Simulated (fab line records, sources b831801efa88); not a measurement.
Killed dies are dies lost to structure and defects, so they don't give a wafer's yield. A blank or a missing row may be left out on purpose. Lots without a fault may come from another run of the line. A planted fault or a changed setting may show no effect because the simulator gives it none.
Which tool did it? | flow gf180mcu | 7 lots, 21 wafers sampled, at 1 step of a route of 602

WHAT THE GAUGES READ, wafer by wafer
GF_V4_RS_MEAS_24: measures by four-point-probe.
lot  | measured     | on            | V4_W_RS (ohm/sq)
L843 | day 24 23:55 | film_metro-01 | 0.320 0.331 0.321
L851 | day 27 10:22 | film_metro-02 | 0.320 0.330 0.332
L855 | day 28 19:16 | film_metro-04 | 0.322 0.320 0.331
L858 | day 29 13:55 | film_metro-02 | 0.323 0.328 0.328
L860 | day 30 03:09 | film_metro-04 | 0.321 0.320 0.322
L863 | day 31 00:52 | film_metro-01 | 0.323 0.330 0.320
L865 | day 31 09:37 | film_metro-02 | 0.328 0.322 0.324

WHICH TOOL RAN EACH LOT (tool, then ch and the chambers of the sampled wafers, then the start)
The record holds no process step before these readings.

THE ANSWER, worked out from the rows above alone
Rule: what is usual is taken from the lots themselves. Put in order of their means at a reading, lots are off if they are a third of the lots or fewer, leave a main group of 4 or more, and stand apart from it by a gap of 3 or more times the standard deviation of the main group's means; of several such gaps the widest counts. A main group whose means are all the same, to the digits that the tables above print for the reading, isn't used. A lot without any number at a reading at which 4 lots or more have one is off too. The other lots that the step has rows for count as sound.
No lot is off at any reading shown: from this, nothing can be told.

WHAT THE SIMULATOR HAD PUT IN
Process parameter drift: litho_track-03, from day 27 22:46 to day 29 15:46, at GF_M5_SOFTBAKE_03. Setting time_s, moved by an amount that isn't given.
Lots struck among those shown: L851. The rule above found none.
